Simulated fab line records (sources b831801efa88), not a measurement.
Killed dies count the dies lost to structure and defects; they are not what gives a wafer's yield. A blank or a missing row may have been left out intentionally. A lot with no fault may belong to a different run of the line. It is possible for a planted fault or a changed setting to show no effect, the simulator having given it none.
Struck lot and sound lot, side by side	flow sky130	14 out of 708 route steps
Sound: these wafers, L423.1, L423.4, L423.6. The struck wafers were L422.1, L422.4, L422.5. Last of all comes the cause.
At each step with rows: each side's tool, then ch and its chambers, then its first start. Under that, the readings that differ: sound wafers	struck wafers	difference of the means	sigmas: that difference in standard deviations of wafers without a fault.
alike: a reading whose means differ by less than 2 such deviations, as well as words and numbers matching on both sides. not compared: withheld readings; readings where some wafer has no value; bounds like >300 that might hide an equal value; numbers whose values overlap and for which the record gives no deviation.
Wherever a step has rows on one side only, a row that says differs or no value, or a row with sigmas, the two part there. Numbers that don't overlap but have no deviation are shown without sigmas and don't part them. A reading missing from all wafers of one side parts the sides only when that side holds two or more wafers.

SKY_METAL5_SPUTTER_00: material Ti, target thk 15 nm, time 10 s.
  struck on pvd_sputter-02, day 46 03:49; sound on pvd_sputter-04, day 46 13:05
reading	sound	struck	difference	sigmas
throttle_valve_pct (%)	29.4 28.2 28.1	30.2 31.0 30.5	+2.0	+2
  alike: cathode_dc_power_W
SKY_METAL5_SPUTTER_01: material TiN, target thk 20 nm, time 16.7 s.
  struck on pvd_sputter-02, day 46 03:51; sound on pvd_sputter-04, day 46 13:07
reading	sound	struck	difference	sigmas
throttle_valve_pct (%)	29.5 28.0 28.2	30.3 31.3 30.0	+2.0	+2
  alike: cathode_dc_power_W
SKY_METAL5_SPUTTER_02: material AlCu, target thk 1150 nm, time 61.2 s.
  struck on pvd_sputter-02, day 46 03:52; sound on pvd_sputter-04, day 46 13:08
reading	sound	struck	difference	sigmas
throttle_valve_pct (%)	29.5 27.9 27.9	30.2 31.0 30.2	+2.0	+2
  alike: cathode_dc_power_W
SKY_METAL5_SPUTTER_03: material Ti, target thk 5 nm, time 3.3 s.
  struck on pvd_sputter-02, day 46 03:55; sound on pvd_sputter-04, day 46 13:11
reading	sound	struck	difference	sigmas
throttle_valve_pct (%)	29.2 28.2 28.4	30.4 31.1 29.9	+1.9	+2
  alike: cathode_dc_power_W
SKY_METAL5_SPUTTER_04: material TiN, target thk 70 nm, time 58.3 s.
  struck on pvd_sputter-02, day 46 03:56; sound on pvd_sputter-04, day 46 13:12
reading	sound	struck	difference	sigmas
throttle_valve_pct (%)	29.5 28.2 28.1	30.5 31.1 30.1	+2.0	+2
  alike: cathode_dc_power_W
SKY_METAL5_RS_MEAS_05: measures by four-point-probe.
  struck on film_metro-01, day 46 03:59; sound on film_metro-04, day 46 13:15
  alike: METAL5_ALCU_RS
SKY_METAL5_THK_MEAS_06: measures by xrf.
  struck on film_metro-01, day 46 04:07; sound on film_metro-04, day 46 13:22
  alike: METAL5_ALCU_THK
then, 5 steps without rows for these wafers: SKY_METAL5_DEHYDRATE_07 (time 60 s); SKY_METAL5_HMDS_08 (prime time 60 s); SKY_METAL5_COAT_09 (resist thk 1800 nm); SKY_METAL5_SOFTBAKE_10 (time 60 s); SKY_METAL5_EXPOSE_11 (exposes mask MM5, target cd 1600 nm).
SKY_METAL5_PEB_12:
  sound on litho_track-04 ch 0, day 47 09:05; struck on litho_track-04, day 46 23:23
reading	sound	struck	difference	sigmas
exhaust_pa (Pa)	44.9 45.0 44.3	- - -	no value on the struck wafers	
  not compared: chill_plate_temp_C, time_s
then, 1 step without rows for these wafers: SKY_METAL5_DEVELOP_13 (develop time 60 s).

== WHERE THEY PART ==
Last at SKY_METAL5_PEB_12 as far as this record goes, first at SKY_METAL5_SPUTTER_00.

WHY: whatever the simulator had introduced
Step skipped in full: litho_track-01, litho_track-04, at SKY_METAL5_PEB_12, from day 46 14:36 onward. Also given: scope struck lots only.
